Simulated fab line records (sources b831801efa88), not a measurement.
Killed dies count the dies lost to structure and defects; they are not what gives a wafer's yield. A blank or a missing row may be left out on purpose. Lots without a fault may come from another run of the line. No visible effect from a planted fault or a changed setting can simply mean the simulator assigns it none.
One fault seen from 2 desks :: flow sky130 :: only its own numbers are on each desk; what lay behind them is given at the end

THE TOOL OWNER'S DESK: rie_si-02
The tool's own readings at SKY_POLY_GATE_ETCH_17 (etches poly-Si in HBr/Cl2, stops on SiO2, target depth 180 nm, time 70.5 s): means of the sampled wafers that have a number, for each lot that ran on this tool. A lot is out of limits, marked OUT, if its mean lies more than 4 standard deviations from the usual mean; the brackets give that distance.
Columns: A = chamber_pressure_mTorr at SKY_POLY_GATE_ETCH_17, usual 9.999 mTorr; B = drypump_motor_current_A at SKY_POLY_GATE_ETCH_17, usual 5.7 A; C = oes_product_au at SKY_POLY_GATE_ETCH_17, usual 0.989 a.u.; D = rf_fwd_power_W at SKY_POLY_GATE_ETCH_17, usual 396.7 W; E = throttle_valve_pct at SKY_POLY_GATE_ETCH_17, usual 33.684 %
lot: L628
first seen here: day 17 02:30
A: 9.994
B: 5.8
C: 0.996
D: 397.3
E: 33.687

lot: L631
first seen here: day 18 04:50
A: 10.006
B: 5.8
C: 0.986
D: 396.7
E: 33.681

lot: L634
first seen here: day 19 05:00
A: 10.006
B: 5.8
C: 0.992
D: 396.7
E: 33.680

lot: L638
first seen here: day 20 20:08
A: 9.998
B: 5.9
C: 0.998
D: 396.0
E: 33.679

lot: L640
first seen here: day 21 22:17
A: 10.001
B: 5.8
C: 0.994
D: 396.0
E: 33.687

lot: L648
first seen here: day 24 08:38
A: 10.005
B: 5.8
C: 0.993
D: 396.8
E: 33.679
This desk's verdict: no lot among the 6 shows anything out of limits.

AT THE METROLOGY DESK
What the gauges read, lot by lot, whatever tool the lot ran on: means of the sampled wafers that have a number. A lot is out of limits, marked OUT, if its mean lies more than 4 standard deviations from the usual mean; the brackets give that distance.
Columns: A = METAL2_OVL at SKY_METAL2_OVL_MEAS_16, usual -3 nm
lot: L626
first seen here: day 35 08:11
A: -5

lot: L628
first seen here: day 35 21:08
A: 2

lot: L629
first seen here: day 36 02:02
A: -3

lot: L631
first seen here: day 36 19:17
A: 1

lot: L634
first seen here: day 37 22:37
A: -2

lot: L638
first seen here: day 38 21:56
A: -5

lot: L640
first seen here: day 39 21:15
A: -0

lot: L641
first seen here: day 40 07:23
A: -10

lot: L647
first seen here: day 41 11:08
A: -5

lot: L648
first seen here: day 41 18:41
A: -3

lot: L649
first seen here: day 41 19:54
A: -8
This desk's verdict: no lot among the 11 shows anything out of limits.

BROUGHT TOGETHER
The desk of the tool owner found nothing out of limits.
Metrology desk: nothing out of limits seen.

WHAT THE SIMULATOR HAD PUT IN
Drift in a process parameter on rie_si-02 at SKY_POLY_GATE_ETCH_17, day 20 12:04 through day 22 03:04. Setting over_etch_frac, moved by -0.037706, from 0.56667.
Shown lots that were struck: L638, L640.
